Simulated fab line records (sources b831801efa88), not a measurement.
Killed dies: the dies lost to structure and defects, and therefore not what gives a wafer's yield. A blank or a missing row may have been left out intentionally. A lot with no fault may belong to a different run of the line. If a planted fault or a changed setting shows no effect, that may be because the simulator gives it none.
One fault seen from 2 desks | flow sky130 | only its own numbers are on each desk; what lay behind them is given at the end

## AT THE TOOL OWNER'S DESK: implanter-02
For each lot that ran on this tool, the mean over its sampled wafers that have a number, from the tool's own readings at SKY_VT_ADJUST_NCORE_IMPLANT_09. The brackets show how far a lot's mean lies from the usual mean; more than 4 standard deviations puts the lot out of limits, marked OUT.
Columns: A = dose ions cm2 at SKY_VT_ADJUST_NCORE_IMPLANT_09, usual 2.4003e+12; B = faraday current uA at SKY_VT_ADJUST_NCORE_IMPLANT_09, usual 13.50
lot  | first seen here | A                            | B
L326 | day 9 02:54     | 2.4009e+12                   | 13.64
L325 | day 9 06:49     | 2.4043e+12                   | 13.52
L327 | day 9 15:39     | 2.4018e+12                   | 13.84
L334 | day 11 17:37    | 3.8665e+12 (+99 or more) OUT | 21.70 (+29) OUT
L335 | day 11 20:47    | 3.8683e+12 (+99 or more) OUT | 21.41 (+28) OUT
L347 | day 15 08:37    | 2.3998e+12                   | 13.60
This desk's verdict: out of limits on L334, L335, starting with L334 at day 11 17:37 (dose ions cm2 at SKY_VT_ADJUST_NCORE_IMPLANT_09). L326, L325, L327, L347: within limits.

## AT THE METROLOGY DESK
Means of the sampled wafers that have a number, per lot and without regard to the tool the lot ran on: this is what the gauges read. The brackets show how far a lot's mean lies from the usual mean; more than 4 standard deviations puts the lot out of limits, marked OUT.
Columns: A = VT_ADJUST_NCORE_TW at SKY_VT_ADJUST_NCORE_TW_MEAS_11, usual 218.7
lot  | first seen here | A
L324 | day 8 20:34     | 220.0
L326 | day 9 03:07     | 219.0
L325 | day 9 07:04     | 219.5
L327 | day 9 15:54     | 219.3
L329 | day 10 03:44    | 216.8
L332 | day 10 21:58    | 218.9
L334 | day 11 17:52    | 252.2 (+28) OUT
L335 | day 11 21:01    | 250.3 (+26) OUT
L340 | day 13 05:14    | 219.0
L339 | day 13 05:52    | 218.5
L342 | day 13 17:19    | 219.3
L343 | day 14 00:19    | 218.6
L345 | day 14 19:10    | 219.3
L347 | day 15 08:52    | 217.9
This desk finds L334, L335 out of limits, with the earliest case on L334 at day 11 17:52 (VT_ADJUST_NCORE_TW at SKY_VT_ADJUST_NCORE_TW_MEAS_11). L324, L326, L325, L327, L329, L332, L340, L339, L342, L343, L345, L347: within limits.

## ALL TOGETHER
At day 11 17:37, on L334, L335, the tool owner's desk was in a position to raise an alarm.
The metrology desk could have raised an alarm at day 11 17:52, on L334, L335.
All the named lots went through SKY_VT_ADJUST_NCORE_IMPLANT_09 on implanter-02.

## WHAT THE SIMULATOR HAD INSERTED
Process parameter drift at SKY_VT_ADJUST_NCORE_IMPLANT_09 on implanter-02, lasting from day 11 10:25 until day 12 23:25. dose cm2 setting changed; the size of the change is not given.
Struck lots among those shown: L334, L335.
Time in hours from fault onset to the first out-of-limits reading at each desk: tool owner's desk 7, metrology desk 7.
